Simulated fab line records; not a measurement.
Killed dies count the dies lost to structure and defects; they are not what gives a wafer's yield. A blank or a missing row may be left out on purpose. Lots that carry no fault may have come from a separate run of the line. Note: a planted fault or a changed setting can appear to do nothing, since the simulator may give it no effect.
Which tool did it?	flow sky130	Sampling: 12 lots, 36 wafers, 2 of 708 route steps

== WHAT THE GAUGES READ, wafer by wafer ==
SKY_SD_P_TW_MEAS_11. Usual: SD_P_TW gives 2821 (standard deviation 17).
lot	measured	on	SD_P_TW	flag
L708	day 25 17:06	film metro-02	2842 2844 2855	
L709	day 25 18:20	film metro-02	2880 2848 2845	
L713	day 27 23:58	film metro-03	2804 2807 2813	
L714	day 28 00:00	film metro-02	30 30 30	OFF
L715	day 28 06:05	film metro-03	30 30 30	OFF
L720	day 29 19:50	film metro-02	2822 2845 2831	
L721	day 30 00:40	film metro-04	2822 2807 2811	
L724	day 31 15:20	film metro-03	2836 2813 2823	
L725	day 31 18:56	film metro-04	2810 2807 2814	
L727	day 32 19:29	film metro-03	2817 2821 2832	
L730	day 33 06:15	film metro-04	2805 2811 2797	
L729	day 33 11:43	film metro-02	2821 2828 2827	

== EACH LOT AND THE TOOL THAT RAN IT (in order: tool; ch and the chambers of the sampled wafers; start) ==
lot	SKY_SD_P_DEVELOP_06
L708	litho track-02 ch 0, day 25 16:34
L709	litho track-02 ch 0, day 25 17:47
L713	litho track-04 ch 0, day 27 23:25
L714	litho track-02 ch 0, day 27 23:28
L715	litho track-02 ch 0, day 28 05:32
L720	litho track-04 ch 0, day 29 19:17
L721	litho track-04 ch 0, day 30 00:07
L724	litho track-03 ch 0, day 31 14:47
L725	litho track-02 ch 0, day 31 18:23
L727	litho track-02 ch 0, day 32 18:56
L730	litho track-02 ch 0, day 33 05:43
L729	litho track-04 ch 0, day 33 11:10
- SKY_SD_P_DEVELOP_06: develop time 60 s.

== AS READ BY THE TOOLS THEMSELVES (means over the sampled wafers that have a number; for cases with no such wafer, the mark the record gives instead) ==
The record holds no such reading with a usual standard deviation.

== THE ANSWER, worked out from the rows above alone ==
Rule: lot off if the mean of its wafers having a number is beyond 3 standard deviations from the usual mean. A lot without any number at a reading at which 4 lots or more have one is off too. The other lots that the step has rows for count as sound. First the gauges in route order, then the tools' own readings, where a lot's mean is used as printed above. The first step at which some lot is off is used, and at that step the reading that is off furthest; a lot without a number counts as furthest.
Off: L714, L715, at SKY_SD_P_TW_MEAS_11 (SD_P_TW).
A tool fits if, at a process step before that reading, it ran every lot that is off, and no sound lot after the first of them. Gauges at SKY_SD_P_TW_MEAS_11: tried the same way as those tools. Not one of the candidates tried fits.

== WHAT THE SIMULATOR PUT IN ==
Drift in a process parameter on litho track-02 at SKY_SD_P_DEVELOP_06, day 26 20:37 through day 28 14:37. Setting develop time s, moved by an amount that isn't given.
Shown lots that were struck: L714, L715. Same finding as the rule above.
